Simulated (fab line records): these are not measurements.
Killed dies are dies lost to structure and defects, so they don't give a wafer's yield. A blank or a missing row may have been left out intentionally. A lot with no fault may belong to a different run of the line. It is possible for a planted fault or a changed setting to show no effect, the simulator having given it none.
The same fault as seen by 2 desks || flow gf180mcu || every desk sees just its own numbers, and what lay behind them comes last

== FOR THE TOOL OWNER'S DESK: rieDiel-02 ==
The tool's own readings at GF_V2_ETCH_16 (etches BARC in N2/H2): means of the sampled wafers that have a number, for each lot that ran on this tool. The brackets show how far a lot's mean lies from the usual mean; more than 4 standard deviations puts the lot out of limits, marked OUT.
Columns: A = biasW at GF_V2_ETCH_16, usual 99.9 W; B = drypumpMotorCurrentA at GF_V2_ETCH_16, usual 6.0 A; C = oesProductAu at GF_V2_ETCH_16, usual 0.855 a.u.; D = throttleValvePct at GF_V2_ETCH_16, usual 13.225 %
{"lot": "L347", "first seen here": "day 20 02:33", "A": 100.2, "B": 5.6, "C": 0.855, "D": 13.219}
{"lot": "L359", "first seen here": "day 24 16:24", "A": 99.8, "B": 5.5, "C": 0.858, "D": 13.225}
{"lot": "L365", "first seen here": "day 26 08:22", "A": "106.2 (+19) OUT", "B": 5.3, "C": 0.855, "D": 13.228}
{"lot": "L366", "first seen here": "day 26 18:31", "A": "106.2 (+19) OUT", "B": 5.6, "C": 0.856, "D": 13.220}
This desk's finding: out of limits on L365, L366; first on L365, day 26 08:22 (biasW at GF_V2_ETCH_16). L347, L359: within limits.

== METROLOGY DESK ==
What the gauges read for every lot (on any tool): the sampled wafers with a number, averaged. The brackets show how far a lot's mean lies from the usual mean; more than 4 standard deviations puts the lot out of limits, marked OUT.
Columns: A = V2_OVL at GF_V2_OVL_MEAS_15, usual 0 nm
{"lot": "L347", "first seen here": "day 20 02:31", "A": 12}
{"lot": "L348", "first seen here": "day 20 12:56", "A": 1}
{"lot": "L350", "first seen here": "day 21 12:01", "A": -0}
{"lot": "L351", "first seen here": "day 21 21:47", "A": -2}
{"lot": "L354", "first seen here": "day 22 21:05", "A": -9}
{"lot": "L356", "first seen here": "day 23 16:28", "A": 3}
{"lot": "L357", "first seen here": "day 24 01:29", "A": 1}
{"lot": "L358", "first seen here": "day 24 12:50", "A": -6}
{"lot": "L359", "first seen here": "day 24 16:22", "A": -3}
{"lot": "L361", "first seen here": "day 25 08:29", "A": -0}
{"lot": "L365", "first seen here": "day 26 08:21", "A": -5}
{"lot": "L366", "first seen here": "day 26 18:29", "A": 1}
{"lot": "L367", "first seen here": "day 27 03:55", "A": 7}
This desk's finding: nothing out of limits on any of the 13 lots.

== PUT TOGETHER ==
On L365, L366, at day 26 08:22, an alarm was possible from the tool owner's desk.
Nothing out of limits was seen by the metrology desk.
The metrology desk has L365, L366 on record, within its limits.
Of the lots named, all ran GF_V2_ETCH_16 on rieDiel-02.

== WHAT HAD BEEN PUT IN BY THE SIMULATOR ==
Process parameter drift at GF_V2_ETCH_16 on rieDiel-02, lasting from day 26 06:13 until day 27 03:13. A move of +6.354 in setting biasW, from 100. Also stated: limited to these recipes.
Shown lots that were struck: L365, L366.
Time in hours from fault onset to the first out-of-limits reading at each desk: the tool owner's desk, 2.
